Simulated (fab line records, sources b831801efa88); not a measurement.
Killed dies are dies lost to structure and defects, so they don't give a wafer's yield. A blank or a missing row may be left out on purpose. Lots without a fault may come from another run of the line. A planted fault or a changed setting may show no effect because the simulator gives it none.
fab line records | flow gf180mcu | part 2 of 2: steps 29 to 40 of 40
record lots=5 wafers=15 last_day=32
route steps=602 shown V5@544 TOP_METAL@567
lots that met no fault: from a run of the same line without faults
start_h: hours from the record's first day to the start of the lot's first wafer shown | wait_h: hours since the lot's step before | " the same as in the row above | L1.1+2: a row that stands for several wafers | - no value, or no start given | * or withheld: withheld | < > ~ a bound
route shown NAME@n: a module of which the file shows steps, and the number in the route of the first | usual: mean/standard deviation of fault-free wafers | same: alike in all rows | chamber/n: place in a boat | sites: the reading at each site | _std_site: their standard deviation | _edge_site: outer sites' mean less inner sites' | radius_mm: how far each site lies from the wafer's centre | mask NAME#n: copy n | behind: the tool/chamber that last shaped the wafer | hold: why the lot was held/for how many hours/how that ended | device: the transistor (n, p or np) that didn't switch | end of line: the same wafers' tests at the end of the route | a step without rows: its recipe alone | killed: dies lost to structure and defects at the first sort, not the wafer's yield | map: a wafer's dies, x killed, . not, _ none there
set.NAME: the setting as run; set.NAME@STEP: as run at that earlier step | model.NAME: the simulator's own value behind a step, which no gauge read
lots at some steps of the route; a table a step, a row a wafer
services: from which hour (start_h, from the record's first day; less than 0 if before it) a tool's chamber was out of use, for how many hours, and why
## steps
# step GF_TOP_METAL_RS_MEAS_05
# recipe thk_meas_gauge=four-point-probe reads=TiN_of_TOP_METAL_SPUTTER_04+Ti_of_TOP_METAL_SPUTTER_03+AlCu_of_TOP_METAL_SPUTTER_02+TiN_of_TOP_METAL_SPUTTER_01+Ti_of_TOP_METAL_SPUTTER_00
# usual TOP_METAL_ALCU_RS=0.0327/0.00045
# columns lot.wafer tool chamber start_h wait_h TOP_METAL_ALCU_RS[ohm/sq]
L079.1 film_metro-04 - 666.08 0.0 0.0326
L079.5 " - " " 0.0327
L079.6 " - " " 0.0330
L080.4 film_metro-01 - 682.94 0.1 0.0325
L080.5 " - " " 0.0327
L080.6 " - " " 0.0330
L085.1 film_metro-02 - 712.15 0.0 0.0328
L085.2 " - " " 0.0330
L085.4 " - " " 0.0326
L086.2 film_metro-04 - 717.86 0.0 0.0328
L086.3 " - " " 0.0330
L086.6 " - " " 0.0328
L088.2 film_metro-04 - 728.32 0.0 0.0329
L088.3 " - " " 0.0332
L088.5 " - " " 0.0327
# step GF_TOP_METAL_THK_MEAS_06
# recipe thk_meas_gauge=xrf reads=AlCu_of_TOP_METAL_SPUTTER_02
# usual TOP_METAL_ALCU_THK=902/13
# columns lot.wafer tool chamber start_h wait_h TOP_METAL_ALCU_THK[nm]
L079.1 film_metro-04 - 666.20 0.1 907
L079.5 " - " " 909
L079.6 " - " " 897
L080.4 film_metro-01 - 683.03 0.1 907
L080.5 " - " " 902
L080.6 " - " " 895
L085.1 film_metro-02 - 712.27 0.1 902
L085.2 " - " " 889
L085.4 " - " " 904
L086.2 film_metro-04 - 717.97 0.1 905
L086.3 " - " " 902
L086.6 " - " " 903
L088.2 film_metro-04 - 728.43 0.1 905
L088.3 " - " " 894
L088.5 " - " " 907
# step GF_TOP_METAL_DEHYDRATE_07
# recipe temp_c=200 time_s=60
# columns lot.wafer tool chamber start_h wait_h
L079.1+5+6 litho_track-01 0 674.73 8.5
L080.4+5+6 litho_track-04 0 691.77 8.7
L085.1+2+4 litho_track-04 0 720.54 8.3
L086.2+3+6 litho_track-04 0 726.22 8.2
L088.2+3+5 litho_track-04 0 736.17 7.7
# step GF_TOP_METAL_HMDS_08
# recipe prime_time_s=60 prime_temp_c=120
# usual prime_temp_c=120.03/0.13
# columns lot.wafer tool chamber start_h wait_h prime_temp_c
L079.1 litho_track-01 0 674.88 0.1 120.23
L079.5 " 0 " " 120.04
L079.6 " 0 " " 119.85
L080.4 litho_track-04 0 691.92 0.1 120.23
L080.5 " 0 " " 119.96
L080.6 " 0 " " 120.02
L085.1 litho_track-04 0 720.69 0.1 119.96
L085.2 " 0 " " 120.14
L085.4 " 0 " " 120.09
L086.2 litho_track-04 0 726.37 0.1 119.91
L086.3 " 0 " " 120.08
L086.6 " 0 " " 119.95
L088.2 litho_track-04 0 736.32 0.1 120.00
L088.3 " 0 " " 119.95
L088.5 " 0 " " 119.72
# step GF_TOP_METAL_COAT_09
# recipe resist=NOVOLAK spin_rpm=3000 resist_thk_nm=1500
# columns lot.wafer tool chamber start_h wait_h
L079.1+5+6 litho_track-01 0 675.03 0.1
L080.4+5+6 litho_track-04 0 692.07 0.1
L085.1+2+4 litho_track-04 0 720.84 0.1
L086.2+3+6 litho_track-04 0 726.52 0.1
L088.2+3+5 litho_track-04 0 736.47 0.1
# step GF_TOP_METAL_SOFTBAKE_10
# recipe temp_c=90 time_s=60 resist=NOVOLAK
# columns lot.wafer tool chamber start_h wait_h
L079.1+5+6 litho_track-01 0 675.18 0.1
L080.4+5+6 litho_track-04 0 692.22 0.1
L085.1+2+4 litho_track-04 0 720.99 0.1
L086.2+3+6 litho_track-04 0 726.67 0.1
L088.2+3+5 litho_track-04 0 736.62 0.1
# step GF_TOP_METAL_EXPOSE_11
# recipe mask_id=MetalTop target_cd_nm=440 na=0.6 source_shape=conventional sigma_outer=0.6 dose_mj=170
# columns lot.wafer tool chamber start_h wait_h mask
L079.1+5+6 iline_stepper-01 0 - - MetalTop#0
L080.4+5+6 iline_stepper-01 0 - - MetalTop#0
L085.1+2+4 iline_stepper-02 0 - - MetalTop#0
L086.2+3+6 iline_stepper-02 0 - - MetalTop#0
L088.2+3+5 iline_stepper-01 0 - - MetalTop#0
# step GF_TOP_METAL_PEB_12
# recipe temp_c=withheld time_s=* resist=NOVOLAK
# columns lot.wafer tool chamber start_h wait_h
L079.1+5+6 litho_track-02 0 - -
L080.4+5+6 litho_track-02 0 - -
L085.1+2+4 litho_track-02 0 - -
L086.2+3+6 litho_track-02 0 - -
L088.2+3+5 litho_track-04 0 - -
# step GF_TOP_METAL_DEVELOP_13
# recipe develop_time_s=60 dev_temp_c=23
# columns lot.wafer tool chamber start_h wait_h
L079.1+5+6 litho_track-02 0 685.02 0.1
L080.4+5+6 litho_track-02 0 702.24 0.1
L085.1+2+4 litho_track-02 0 729.67 0.1
L086.2+3+6 litho_track-02 0 734.79 0.1
L088.2+3+5 litho_track-04 0 745.17 0.1
# step GF_TOP_METAL_CD_MEAS_14
# recipe target_cd_nm=440
# usual cd_nm=441.2/2.1
# columns lot.wafer tool chamber start_h wait_h cd_nm
L079.1 cd_sem-01 - 685.17 0.1 444.9
L079.5 " - " " 445.2
L079.6 " - " " 442.8
L080.4 cd_sem-02 - 702.38 0.1 439.5
L080.5 " - " " 440.3
L080.6 " - " " 442.1
L085.1 cd_sem-01 - 729.82 0.1 443.0
L085.2 " - " " 442.9
L085.4 " - " " 444.6
L086.2 cd_sem-02 - 734.94 0.1 437.1
L086.3 " - " " 437.1
L086.6 " - " " 438.6
L088.2 cd_sem-02 - 745.31 0.1 442.6
L088.3 " - " " 443.0
L088.5 " - " " 443.0
# step GF_TOP_METAL_OVL_MEAS_15
# usual TOP_METAL_OVL=0.4/1.2
# columns lot.wafer tool chamber start_h wait_h TOP_METAL_OVL[nm]
L079.1 overlay-02 - 685.29 0.1 -1.7
L079.5 " - " " 0.2
L079.6 " - " " -0.2
L080.4 overlay-01 - 702.46 0.1 -0.4
L080.5 " - " " 0.3
L080.6 " - " " 1.4
L085.1 overlay-02 - 729.94 0.1 -0.6
L085.2 " - " " 1.3
L085.4 " - " " -1.2
L086.2 overlay-01 - 735.04 0.1 -0.6
L086.3 " - " " -0.3
L086.6 " - " " 0.5
L088.2 overlay-02 - 745.42 0.1 2.8
L088.3 " - " " 3.4
L088.5 " - " " 4.4
# step GF_TOP_METAL_METAL_ETCH_16
# recipe chemistry=Cl2/BCl3 mask_material=NOVOLAK target_depth_nm=1197 stop_on=SiO2 pressure_mtorr=8 icp_w=800 bias_w=140 Cl2_flow_sccm=80 bcl3_flow_sccm=40 time_s=199.5
# usual drypump_motor_current_A=5.6/0.34 oes_product_au=0.988/0.0071 throttle_valve_pct=28.232/0.011
# columns lot.wafer tool chamber start_h wait_h drypump_motor_current_A oes_product_au rf_hours_counter_h throttle_valve_pct
L079.1 rie_metal-02 0 685.32 0.0 5.1 0.988 10 28.227
L079.5 " 0 " " 5.1 0.994 - 28.229
L079.6 " 1 " " 5.9 0.991 - 28.211
L080.4 rie_metal-02 0 702.54 0.1 5.1 0.986 - 28.232
L080.5 " 0 " " 5.1 0.990 - 28.236
L080.6 " 1 " " 5.9 1.008 - 28.218
L085.1 rie_metal-04 0 729.97 0.0 5.8 0.976 9 28.227
L085.2 " 1 " " 5.4 0.990 4 28.216
L085.4 " 0 " " 5.8 0.976 - 28.239
L086.2 rie_metal-04 1 735.07 0.0 5.4 0.993 5 28.230
L086.3 " 1 " " 5.4 0.991 - 28.226
L086.6 " 1 " " 5.4 0.992 - 28.230
L088.2 rie_metal-03 0 745.45 0.0 4.9 0.989 0 28.212
L088.3 " 0 " " 4.9 0.989 - 28.229
L088.5 " 0 " " 4.9 0.985 - 28.213
## services
# columns tool chamber start_h hours kind
iline_stepper-01 - 619.77 10.9 repair
krf_scanner-01 - 623.62 4.4 pm
cmp-01 - 629.97 0.3 repair
krf_scanner-02 - 630.69 1.0 repair
krf_scanner-02 - 631.85 0.8 pm
pvd_sputter-02 - 638.82 0.6 repair
rie_diel-02 1 641.23 6.0 repair
cmp-01 - 648.69 7.8 pm
iline_stepper-02 - 649.99 1.7 pm
rie_metal-02 0 659.97 2.8 repair
rie_diel-02 2 660.72 14.0 repair
rie_diel-03 2 665.09 37.6 repair
rie_diel-02 1 672.94 3.3 repair
krf_scanner-01 - 676.74 1.0 pm
cvd_w-01 - 676.91 0.3 repair
pvd_sputter-02 - 680.23 3.1 repair
krf_scanner-02 - 683.82 1.3 pm
cmp-02 - 705.09 6.5 pm
cmp-02 - 713.71 5.4 pm
krf_scanner-01 - 717.70 0.8 pm
krf_scanner-01 - 722.58 1.3 pm
rie_diel-01 3 734.59 3.5 repair
rie_diel-02 2 743.25 7.2 repair
cmp-02 - 744.16 4.0 pm
